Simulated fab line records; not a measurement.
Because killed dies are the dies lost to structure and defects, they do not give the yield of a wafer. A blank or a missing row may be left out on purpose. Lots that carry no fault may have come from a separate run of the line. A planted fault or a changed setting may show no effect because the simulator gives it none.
Comparing a struck lot with a sound one + flow sky130 + 36 out of 708 route steps
Sound: the wafers L637.1, L637.2, L637.4. Wafers struck: L644.1, L644.2, L644.5. The cause is named last.
Order at every step that has rows: each side's tool, ch and its chambers, its first start. Under that, the readings that differ: sound wafers + struck wafers + difference of the means + sigmas: that difference in standard deviations of wafers without a fault.
alike: same words and numbers on both sides, and readings whose means sit less than 2 such deviations apart. not compared: any withheld reading, any reading some wafer has no value for, any bound like >300 that may hide the same value, and any number with overlapping values for which the record gives no deviation.
The two part at a step that has a row with sigmas, a row that says differs or no value, or rows on one side only. When numbers do not overlap yet have no deviation, they are printed without sigmas and do not part them. A reading that every wafer of one side lacks parts them only if that side has two wafers or more.

first, 10 steps without rows for these wafers: SKY_GATE_OXIDE_COAT_05 (resist thk 1140 nm); SKY_GATE_OXIDE_SOFTBAKE_06 (time 60 s); SKY_GATE_OXIDE_EXPOSE_07 (exposes mask LVOM, target cd 600 nm); SKY_GATE_OXIDE_PEB_08; SKY_GATE_OXIDE_DEVELOP_09 (develop time 60 s); SKY_GATE_OXIDE_IMPLANT_11; SKY_GATE_OXIDE_WET_ETCH_12 (etches SiO2 in dHF, target depth 16.8 nm, time 336 s); SKY_GATE_OXIDE_STRIP_13 (strips in O2/N2); SKY_GATE_OXIDE_CLEAN_15 (cleans in SC1/SC2, time 150 s); SKY_GATE_OXIDE_OXIDATION_16 (stabilise 600 s, purge 300 s, target thk 3.57 nm).
SKY_POLY_GATE_CVD_00: deposits poly-Si, target thk 180 nm, time 720 s.
  sound on lpcvd-01 ch 0, day 15 21:08; struck on lpcvd-01 ch 0, day 18 10:32
| reading                                       | sound             | struck            | difference | sigmas      |
|-----------------------------------------------|-------------------|-------------------|------------|-------------|
| pressure mtorr (mTorr)                        | 199.9 200.4 199.8 | 240.6 239.7 240.1 | +40.1      | +99 or more |
| model.poly-Si_of_POLY_GATE_CVD_00.thk nm (nm) | 180.1 178.7 179.3 | 199.1 197.2 196.8 | +18.3      |             |
SKY_POLY_GATE_THK_MEAS_01:
  sound: film metro-01 at day 15 22:20; struck: film metro-02 at day 18 11:44
| reading                   | sound             | struck            | difference | sigmas |
|---------------------------|-------------------|-------------------|------------|--------|
| POLY_GATE_CVD_00_THK (nm) | 180.1 178.6 179.1 | 199.2 197.1 197.0 | +18.5      | +10    |
then, 9 steps without rows for these wafers: SKY_RES_PROTECT_DEHYDRATE_00 (time 60 s); SKY_RES_PROTECT_HMDS_01 (prime time 60 s); SKY_RES_PROTECT_COAT_02 (resist thk 1140 nm); SKY_RES_PROTECT_SOFTBAKE_03 (time 60 s); SKY_RES_PROTECT_EXPOSE_04 (exposes mask RPM, target cd 1270 nm); SKY_RES_PROTECT_PEB_05; SKY_RES_PROTECT_DEVELOP_06 (develop time 60 s); SKY_POLY_GATE_IMPLANT_02; SKY_RES_PROTECT_STRIP_07 (strips in O2/N2).
SKY_RES_PROTECT_CLEAN_09: cleans in SC1/SC2, time 150 s.
  sound on wet bench-02 ch 0, day 17 02:14; struck on wet bench-02 ch 2, day 19 19:22
| reading                                       | sound             | struck            | difference | sigmas |
|-----------------------------------------------|-------------------|-------------------|------------|--------|
| model.poly-Si_of_POLY_GATE_CVD_00.thk nm (nm) | 179.5 178.1 178.6 | 198.5 196.5 196.2 | +18.3      |        |
  alike: temp c
then, 11 steps without rows for these wafers: SKY_POLY_GATE_CVD_03 (deposits Si3N4 from DCS/NH3, target thk 75 nm, time 1290 s); SKY_POLY_GATE_DEHYDRATE_05 (time 60 s); SKY_POLY_GATE_HMDS_06 (prime time 60 s); SKY_POLY_GATE_COAT_07 (resist thk 110 nm); SKY_POLY_GATE_COAT_08 (resist thk 450 nm); SKY_POLY_GATE_SOFTBAKE_09 (time 90 s); SKY_POLY_GATE_EXPOSE_10 (exposes mask P1M, target cd 150 nm); SKY_POLY_GATE_PEB_11; SKY_POLY_GATE_DEVELOP_12 (develop time 60 s); SKY_POLY_GATE_ETCH_15 (etches BARC in N2/H2, stops on SiO2, time 118.5 s, target depth 110 nm); SKY_POLY_GATE_ETCH_16 (etches Si3N4 in CH3F/O2, stops on poly-Si, time 147.5 s, target depth 75 nm).
SKY_POLY_GATE_ETCH_17: etches poly-Si in HBr/Cl2, stops on SiO2, target depth 180 nm, time 70.5 s.
  sound on rie si-01 ch 0,1,3, day 18 09:20; struck on rie si-01 ch 0,1,3, day 21 04:12
| reading                               | sound             | struck            | difference | sigmas |
|---------------------------------------|-------------------|-------------------|------------|--------|
| oes product au (a.u.)                 | 0.985 0.976 0.990 | 1.012 1.013 1.007 | +0.027     | +4     |
| model.etch.depth nm (nm)              | 179.5 178.1 178.6 | 183.8 184.7 182.6 | +5.0       |        |
| model.POLY_GATE.feature depth nm (nm) | 179.5 178.1 178.7 | 183.8 184.7 182.6 | +4.9       |        |
  alike: chamber pressure mTorr, drypump motor current A, throttle valve pct
  not compared: rf hours counter h
then, 1 step without rows for these wafers: SKY_POLY_GATE_STRIP_18 (strips in O2/N2).
-- record jumps: 28 days separate the struck wafers' starts on either side; left off in module POLY_GATE, taken up again in module PAD_OPEN, whose first shown step is the route's number 708 --
SKY_PAD_OPEN_PROBE_99:
  sound: prober-02 at day 47 04:11; struck: prober-01 at day 49 00:47
| reading                             | sound             | struck            | difference | sigmas |
|-------------------------------------|-------------------|-------------------|------------|--------|
| killed at contacts                  | 29 36 37          | 20 20 14          | -16        | -3     |
| model.etest.res high po.line ohm um | 744.4 761.3 761.9 | 708.5 683.8 731.5 | -47.9      |        |
| model.etest.res poly.line ohm um    | 514.1 524.4 524.5 | 483.1 460.7 495.6 | -41.2      |        |
| model.etest.res high po.rs ohm sq   | 261.4 267.6 263.3 | 247.8 241.2 253.8 | -16.5      |        |
| model.etest.cap li to poly.c af um2 | 98.92 97.42 100.5 | 104.5 106.8 102.5 | +5.7       |        |
| model.etest.res poly.rs ohm sq      | 48.59 48.91 48.32 | 45.45 44.89 46.69 | -2.93      |        |
  alike: killed_at_M0_to_M3, killed_at_M4_up, killed at front end, killed at other, killed dies, killed open, killed short
  not compared: model.etest.licon high po.rc ohm

## WHERE THEY PART
Earliest at SKY_POLY_GATE_CVD_00; latest, in this record, at SKY_PAD_OPEN_PROBE_99.

WHY: whatever the simulator had introduced
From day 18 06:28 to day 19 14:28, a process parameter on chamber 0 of lpcvd-01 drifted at SKY_POLY_GATE_CVD_00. Setting pressure mtorr shifted by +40 from 200.
